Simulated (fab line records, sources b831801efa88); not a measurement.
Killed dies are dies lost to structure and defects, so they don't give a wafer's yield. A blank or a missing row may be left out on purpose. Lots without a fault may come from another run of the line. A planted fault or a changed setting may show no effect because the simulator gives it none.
Which tool did it? | flow gf180mcu | 10 lots, 30 wafers sampled, at 5 steps of a route of 602

WHAT THE GAUGES READ, wafer by wafer
GF_NSD_TW_MEAS_12. Usual: NSD_TW 4257, standard deviation 21.
lot  | measured     | on            | NSD_TW         | flag
L295 | day 13 22:03 | film_metro-03 | 4252 4250 4239 |
L297 | day 14 22:47 | film_metro-02 | 4250 4249 4229 |
L301 | day 16 04:17 | film_metro-02 | 4281 4253 4272 |
L303 | day 16 13:49 | film_metro-03 | 4241 4257 4236 |
L308 | day 18 15:02 | film_metro-02 | 4262 4243 4275 |
L311 | day 19 17:21 | film_metro-03 | 4253 4270 4263 |
L312 | day 20 00:56 | film_metro-03 | 4263 4283 4262 |
L313 | day 20 12:47 | film_metro-04 | 4290 4263 4268 |
L315 | day 20 23:43 | film_metro-04 | 4282 4259 4262 |
L316 | day 21 11:16 | film_metro-03 | 4276 4260 4254 |

GF_PSD_TW_MEAS_11. Usual: PSD_TW 3189, standard deviation 16.
lot  | measured     | on            | PSD_TW         | flag
L295 | day 14 18:26 | film_metro-03 | 3217 3216 3199 |
L297 | day 15 21:08 | film_metro-02 | 3155 3161 3147 |
L301 | day 17 03:05 | film_metro-02 | 2997 2972 2985 | OFF
L303 | day 17 13:38 | film_metro-02 | 2973 2989 2964 | OFF
L308 | day 19 16:16 | film_metro-03 | 3181 3193 3191 |
L311 | day 20 17:59 | film_metro-04 | 3196 3183 3169 |
L312 | day 21 01:38 | film_metro-04 | 3201 3179 3207 |
L313 | day 21 13:34 | film_metro-02 | 3163 3162 3166 |
L315 | day 22 00:35 | film_metro-02 | 3160 3178 3174 |
L316 | day 22 11:15 | film_metro-03 | 3213 3212 3211 |

GF_PSD_RS_MEAS_15: measures by four-point-probe. Usual: PSD_RS 108.6 ohm/sq, standard deviation 0.31.
lot  | measured     | on            | PSD_RS (ohm/sq)   | flag
L295 | day 14 18:46 | film_metro-02 | 108.8 108.8 109.0 |
L297 | day 15 21:26 | film_metro-03 | 108.4 108.6 108.9 |
L301 | day 17 03:25 | film_metro-04 | 125.0 125.1 125.1 | OFF
L303 | day 17 13:58 | film_metro-02 | 125.7 126.1 125.6 | OFF
L308 | day 19 16:35 | film_metro-02 | 109.0 109.0 109.2 |
L311 | day 20 18:19 | film_metro-04 | 108.2 107.9 108.2 |
L312 | day 21 01:56 | film_metro-03 | 108.5 108.4 108.7 |
L313 | day 21 13:53 | film_metro-04 | 108.3 108.5 108.3 |
L315 | day 22 00:55 | film_metro-02 | 108.7 108.5 108.7 |
L316 | day 22 11:35 | film_metro-03 | 108.3 108.2 108.6 |

WHICH TOOL RAN EACH LOT (tool, then ch and the chambers of the sampled wafers, then the start)
lot  | GF_PSD_IMPLANT_09               | GF_PSD_STRIP_10
L295 | implanter-03 ch 0, day 14 18:13 | plasma_asher-01 ch 0,1, day 14 18:20
L297 | implanter-03 ch 0, day 15 20:53 | plasma_asher-04 ch 0,1, day 15 21:02
L301 | implanter-03 ch 0, day 17 02:50 | plasma_asher-04 ch 0,1, day 17 02:59
L303 | implanter-03 ch 0, day 17 13:25 | plasma_asher-04 ch 0,1, day 17 13:33
L308 | implanter-04 ch 0, day 19 16:01 | plasma_asher-01 ch 0,1, day 19 16:10
L311 | implanter-03 ch 0, day 20 17:44 | plasma_asher-01 ch 0,1, day 20 17:52
L312 | implanter-04 ch 0, day 21 01:23 | plasma_asher-02 ch 0,1, day 21 01:32
L313 | implanter-03 ch 0, day 21 13:19 | plasma_asher-02 ch 0,1, day 21 13:28
L315 | implanter-03 ch 0, day 22 00:22 | plasma_asher-01 ch 0,1, day 22 00:30
L316 | implanter-03 ch 0, day 22 11:02 | plasma_asher-04 ch 0,1, day 22 11:10
- GF_PSD_IMPLANT_09
- GF_PSD_STRIP_10: strips in O2/N2.

WHAT THE TOOLS THEMSELVES READ (means of the sampled wafers that have a number; where no wafer has one, the mark that the record gives instead)
GF_PSD_IMPLANT_09. Usual: dose_ions_cm2 1.5002e+15, standard deviation 1.6e+12; end_station_pressure_torr 1.17e-05 Torr, standard deviation 5.8e-07; faraday_current_uA 8238, standard deviation 180.
lot  | tool         | dose_ions_cm2 | end_station_pressure_torr (Torr) | faraday_current_uA | flag
L295 | implanter-03 | 1.5012e+15    | 1.18e-05                         | 8369               |
L297 | implanter-03 | 1.4998e+15    | 1.18e-05                         | 8122               |
L301 | implanter-03 | 1.1205e+15    | 1.01e-05                         | 6198               | OFF
L303 | implanter-03 | 1.1195e+15    | 1.05e-05                         | 6226               | OFF
L308 | implanter-04 | 1.5003e+15    | 1.16e-05                         | 8291               |
L311 | implanter-03 | 1.5000e+15    | 1.21e-05                         | 8386               |
L312 | implanter-04 | 1.4989e+15    | 1.17e-05                         | 8203               |
L313 | implanter-03 | 1.4993e+15    | 1.20e-05                         | 8241               |
L315 | implanter-03 | 1.4986e+15    | 1.16e-05                         | 8195               |
L316 | implanter-03 | 1.4990e+15    | 1.20e-05                         | 8209               |

GF_PSD_STRIP_10. Usual: drypump_motor_current_A 5.71 A, standard deviation 0.27; heater_power_w 331 W, standard deviation 36; oes_product_au 0.592 a.u., standard deviation 0.0046; strip_time_to_endpoint_s 16.54 s, standard deviation 0.035.
lot  | tool            | drypump_motor_current_A (A) | heater_power_w (W) | oes_product_au (a.u.) | strip_time_to_endpoint_s (s) | flag
L295 | plasma_asher-01 | 5.65                        | 324                | 0.589                 | 16.48                        |
L297 | plasma_asher-04 | 5.93                        | 333                | 0.596                 | 16.56                        |
L301 | plasma_asher-04 | 5.62                        | 347                | 0.609                 | 15.68                        | OFF
L303 | plasma_asher-04 | 5.91                        | 331                | 0.612                 | 15.59                        | OFF
L308 | plasma_asher-01 | 5.67                        | 360                | 0.593                 | 16.53                        |
L311 | plasma_asher-01 | 5.66                        | 354                | 0.595                 | 16.56                        |
L312 | plasma_asher-02 | 5.72                        | 324                | 0.590                 | 16.54                        |
L313 | plasma_asher-02 | 5.66                        | 292                | 0.594                 | 16.52                        |
L315 | plasma_asher-01 | 5.67                        | 351                | 0.595                 | 16.53                        |
L316 | plasma_asher-04 | 5.62                        | 344                | 0.588                 | 16.58                        |

THE ANSWER, worked out from the rows above alone
Rule: a lot is off if the mean of its wafers that have a number lies more than 3 standard deviations from the usual mean. A lot without any number at a reading at which 4 lots or more have one is off too. The other lots that the step has rows for count as sound. The gauges are gone through in route order, then the tools' own readings, and for those a lot's mean is taken as printed above. The first step at which some lot is off is used, and at that step the reading that is off furthest; a lot without a number counts as furthest.
Off: L301, L303, at GF_PSD_TW_MEAS_11 (PSD_TW).
A tool fits if, at a process step before that reading, it ran every lot that is off, and no sound lot after the first of them. The gauges at GF_PSD_TW_MEAS_11 aren't tried: what is off there is off at GF_PSD_IMPLANT_09 too, on other tools, and a gauge's error can't cause that. None of those tried fits.

WHAT THE SIMULATOR HAD PUT IN
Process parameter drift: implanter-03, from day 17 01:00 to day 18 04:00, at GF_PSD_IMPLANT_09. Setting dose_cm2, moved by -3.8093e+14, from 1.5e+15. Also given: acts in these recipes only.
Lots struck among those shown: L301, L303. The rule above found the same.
